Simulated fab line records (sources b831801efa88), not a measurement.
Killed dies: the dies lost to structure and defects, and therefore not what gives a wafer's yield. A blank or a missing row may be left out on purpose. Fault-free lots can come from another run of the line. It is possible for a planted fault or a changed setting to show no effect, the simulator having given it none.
fab line records    flow gf180mcu    part 2 of 2: steps 27 to 36 of 36
record lots=5  wafers=15  last-day=33
route steps=602 shown V1@353 M2@362 V2@382
lots that met no fault: taken from a fault-free run of the same line
start-h: hours from the record's opening day to when the first of the lot's shown wafers began    wait-h: hours elapsed since this lot's preceding step    " identical to the entry in the row above    L1.1+2: a row that stands for several wafers    - either no value or no given start    * or withheld: withheld    < > ~ a bound
route shown NAME@n: NAME is a module with steps in the file, n the number in the route of the first one    usual: mean and standard deviation over wafers with no fault    same: alike in all rows    chamber/n: place in a boat    sites: the reading at each site    _std_site: standard deviation of those values    _edge_site: inner sites' mean taken away from outer sites' mean    radius-mm: for every site, how far away it sits from the centre of the wafer    mask NAME#n: copy n    behind: the tool/chamber that last shaped the wafer    hold: reason for holding the lot/hours on hold/outcome of the hold    device: the transistor (n, p or np) that didn't switch    end of line: the tests these same wafers got at the end of their route    where a step has no rows: the recipe by itself    killed: count of dies lost to structure and defects at first sort (not the wafer's yield)    map: shows each die of a wafer: x if killed, . if not, _ if none is there
set.NAME: setting as actually run; set.NAME@STEP: the setting as run at that earlier step    model.NAME: the simulator's own value behind a step, which no gauge read
lots at some steps of the route; a table a step, a row a wafer
services: from which hour (start-h, from the record's first day; less than 0 if before it) a tool's chamber was out of use, for how many hours, and why
## steps
# step GF_M2_STRIP_17
# recipe chemistry=O2/N2  power-w=1400  pressure-mtorr=1500  platen-temp-c=250  o2-flow-sccm=3000  n2-flow-sccm=300  overash-fraction=0.5
# usual drypump-motor-current-A=5.63/0.29  heater-power-w=331/30  o2-flow-sccm=3000/8  oes-product-au=0.559/0.0055  strip-time-to-endpoint-s=7.90/0.042
lot.wafer  tool             chamber  start-h  wait-h  drypump-motor-current-A  heater-power-w  o2-flow-sccm  oes-product-au  rf-hours-counter-h  strip-time-to-endpoint-s
L075.2     plasma-asher-04  0        446.63   0.1     5.90                     294             2993          0.559           31                  7.89
L075.3     "                1        "        "       5.87                     354             2987          0.575           -                   7.97
L075.5     "                1        "        "       5.86                     371             2997          0.564           -                   7.93
L080.1     plasma-asher-03  1        488.82   0.1     5.35                     315             3013          0.557           7                   7.82
L080.2     "                0        "        "       5.35                     343             2985          0.561           7                   7.89
L080.3     "                1        "        "       5.35                     324             2992          0.555           -                   7.88
L082.2     plasma-asher-03  0        509.63   0.1     5.37                     335             3000          0.552           9                   7.91
L082.3     "                0        "        "       5.35                     343             2998          0.555           -                   7.92
L082.4     "                1        "        "       5.35                     329             2988          0.566           -                   7.94
L093.3     plasma-asher-01  1        599.95   0.1     5.33                     373             2992          0.554           -                   7.90
L093.5     "                0        "        "       6.04                     291             2999          0.547           -                   7.91
L093.6     "                1        "        "       5.35                     384             2994          0.565           -                   7.95
L094.2     plasma-asher-03  0        608.97   0.1     5.34                     341             3004          0.556           19                  7.86
L094.3     "                0        "        "       5.35                     332             3010          0.549           -                   7.87
L094.6     "                1        "        "       5.35                     332             3002          0.560           -                   7.89
# step GF_M2_STRIP_18
# recipe chemistry=post-etch-residue-remover  time-s=1200  temp-c=72.5
lot.wafer   tool          chamber  start-h  wait-h
L075.2+3+5  wet-bench-03  0        446.73   0.1
L080.1+2+3  wet-bench-03  2        488.92   0.1
L082.2+3+4  wet-bench-04  2        509.73   0.1
L093.3+5+6  wet-bench-03  1        600.01   0.0
L094.2+3+6  wet-bench-02  0        609.07   0.1
# step GF_M2_CLEAN_19
# recipe chemistry=DIW  dry=n2-spin
lot.wafer   tool          chamber  start-h  wait-h
L075.2+3+5  wet-bench-02  0        447.10   0.0
L080.1+2+3  wet-bench-02  3        489.26   0.0
L082.2+3+4  wet-bench-03  3        510.07   0.0
L093.3+5+6  wet-bench-02  1        600.36   0.0
L094.2+3+6  wet-bench-04  2        609.42   0.0
# step GF_V2_CVD_00
# recipe material=SiO2  target-thk-nm=600  sigma-open-frac=0.3  temp-c=400  time-s=100  sih4-flow-sccm=60  pressure-mtorr=6
lot.wafer   tool       chamber  start-h  wait-h
L075.2+3+5  hdpcvd-02  1        447.20   0.0
L080.1+2+3  hdpcvd-02  1,0,2    489.35   0.0
L082.2+3+4  hdpcvd-01  2,0,0    510.16   0.0
L093.3+5+6  hdpcvd-02  0,2,0    600.45   0.0
L094.2+3+6  hdpcvd-02  1,2,0    609.51   0.0
# step GF_V2_THK_MEAS_01
# recipe reads=SiO2_of_V2_CVD_00
# usual V2_CVD_00_THK=598/7.8
lot.wafer  tool           chamber  start-h  wait-h  V2_CVD_00_THK[nm]
L075.2     film-metro-04  -        447.32   0.1     611
L075.3     "              -        "        "       612
L075.5     "              -        "        "       610
L080.1     film-metro-01  -        489.42   0.0     607
L080.2     "              -        "        "       590
L080.3     "              -        "        "       596
L082.2     film-metro-03  -        510.24   0.0     593
L082.3     "              -        "        "       587
L082.4     "              -        "        "       591
L093.3     film-metro-04  -        600.54   0.1     594
L093.5     "              -        "        "       600
L093.6     "              -        "        "       598
L094.2     film-metro-01  -        609.59   0.0     615
L094.3     "              -        "        "       604
L094.6     "              -        "        "       605
# step GF_V2_CVD_02
# recipe material=SiO2  target-thk-nm=850  precursor=TEOS  temp-c=400  time-s=94.851  rf-w=600
# usual heater-power-w=633/82
lot.wafer  tool      chamber  start-h  wait-h  heater-power-w
L075.2     pecvd-03  2        447.37   0.0     645
L075.3     "         0        "        "       652
L075.5     "         1        "        "       466
L080.1     pecvd-03  0        489.48   0.1     675
L080.2     "         2        "        "       598
L080.3     "         1        "        "       506
L082.2     pecvd-02  0        510.29   0.0     655
L082.3     "         1        "        "       656
L082.4     "         1        "        "       698
L093.3     pecvd-02  2        600.58   0.0     792
L093.5     "         2        "        "       849
L093.6     "         0        "        "       693
L094.2     pecvd-01  0        609.64   0.0     683
L094.3     "         1        "        "       707
L094.6     "         2        "        "       570
# step GF_V2_THK_MEAS_03
# recipe reads=SiO2_of_V2_CVD_02
# usual V2_CVD_02_THK=847/12
lot.wafer  tool           chamber  start-h  wait-h  V2_CVD_02_THK[nm]
L075.2     film-metro-01  -        447.45   0.0     846
L075.3     "              -        "        "       845
L075.5     "              -        "        "       849
L080.1     film-metro-04  -        489.55   0.0     835
L080.2     "              -        "        "       842
L080.3     "              -        "        "       834
L082.2     film-metro-04  -        510.37   0.0     841
L082.3     "              -        "        "       843
L082.4     "              -        "        "       845
L093.3     film-metro-03  -        600.67   0.1     829
L093.5     "              -        "        "       851
L093.6     "              -        "        "       854
L094.2     film-metro-03  -        609.72   0.0     841
L094.3     "              -        "        "       834
L094.6     "              -        "        "       847
# step GF_V2_CMP_04
# recipe material=SiO2  down-force-psi=4  platen-rpm=60  pad-velocity-m-s=0.94248
# usual motor-current-A=11.5/0.72  slurry-flow-ml-min=149.9/0.49  time-to-endpoint-s=78/5.5
lot.wafer  tool    chamber  start-h  wait-h  motor-current-A  slurry-flow-ml-min  time-to-endpoint-s
L075.2     cmp-02  0        447.50   0.0     11.2             150.0               77
L075.3     "       1        "        "       10.7             150.0               81
L075.5     "       0        "        "       11.5             149.3               79
L080.2     cmp-02  0        489.85   0.3     11.9             150.5               75
L080.3     "       2        "        "       12.2             149.5               73
L080.1     "       3        "        "       11.6             150.0               76
L082.2     cmp-01  3        510.47   0.1     10.9             150.2               82
L082.3     "       0        "        "       12.9             149.6               80
L082.4     "       1        "        "       11.0             150.4               79
L093.3     cmp-01  0        600.81   0.1     12.4             149.4               67
L093.5     "       2        "        "       11.5             149.3               76
L093.6     "       3        "        "       11.1             150.5               79
L094.3     cmp-01  2        609.82   0.1     10.7             149.7               70
L094.2     "       3        "        "       11.2             149.4               76
L094.6     "       1        "        "       11.0             148.9               76
# step GF_V2_BOW_MEAS_05
# recipe mode=bow
# usual V2_BOW=99/9.1
lot.wafer  tool           chamber  start-h  wait-h  V2_BOW[um]
L075.2     film-metro-04  -        447.82   0.3     114
L075.3     "              -        "        "       115
L075.5     "              -        "        "       107
L080.1     film-metro-03  -        490.15   0.1     103
L080.2     "              -        "        "       98
L080.3     "              -        "        "       96
L082.2     film-metro-03  -        510.74   0.2     81
L082.3     "              -        "        "       95
L082.4     "              -        "        "       86
L093.3     film-metro-04  -        601.05   0.2     84
L093.5     "              -        "        "       96
L093.6     "              -        "        "       88
L094.2     film-metro-03  -        610.09   0.2     106
L094.3     "              -        "        "       113
L094.6     "              -        "        "       115
# step GF_V2_DEHYDRATE_06
# recipe temp-c=200  time-s=60
# usual chill-plate-temp-C=23.01/0.1
lot.wafer  tool            chamber  start-h  wait-h  chill-plate-temp-C
L075.2     litho-track-01  0        459.68   11.8    22.93
L075.3     "               0        "        "       22.94
L075.5     "               0        "        "       22.94
L080.1     litho-track-01  0        501.70   11.5    22.80
L080.2     "               0        "        "       22.77
L080.3     "               0        "        "       22.94
L082.2     litho-track-02  0        521.51   10.7    23.26
L082.3     "               0        "        "       22.97
L082.4     "               0        "        "       23.07
L093.3     litho-track-04  0        609.90   8.8     22.92
L093.5     "               0        "        "       23.05
L093.6     "               0        "        "       22.88
L094.2     litho-track-04  0        619.87   9.8     23.15
L094.3     "               0        "        "       23.06
L094.6     "               0        "        "       23.03
## services
tool             chamber  start-h  hours  kind
krf-scanner-02   -        401.33   0.2    repair
cmp-01           -        402.02   1.0    repair
cmp-02           -        404.00   4.0    pm
krf-scanner-02   -        409.06   1.0    pm
cmp-02           -        416.00   0.9    repair
plasma-asher-03  -        421.25   9.0    pm
cmp-01           -        421.43   22.5   pm
hdpcvd-02        2        443.75   5.9    repair
krf-scanner-02   -        444.20   1.0    repair
cmp-01           -        449.61   1.8    repair
cmp-01           -        449.86   0.4    repair
cmp-02           -        456.17   31.8   repair
krf-scanner-02   -        464.28   1.9    repair
cmp-01           -        466.05   3.4    repair
cmp-01           -        478.24   2.0    repair
cmp-02           -        480.43   0.2    repair
krf-scanner-02   -        482.52   1.3    pm
cmp-01           -        488.82   5.5    pm
cmp-01           -        498.85   0.4    repair
wet-bench-03     -        510.58   2.1    repair
hdpcvd-02        -        521.91   0.9    repair
krf-scanner-02   -        537.55   2.0    repair
pvd-sputter-01   -        571.73   1.6    repair
cmp-01           -        572.14   4.0    pm
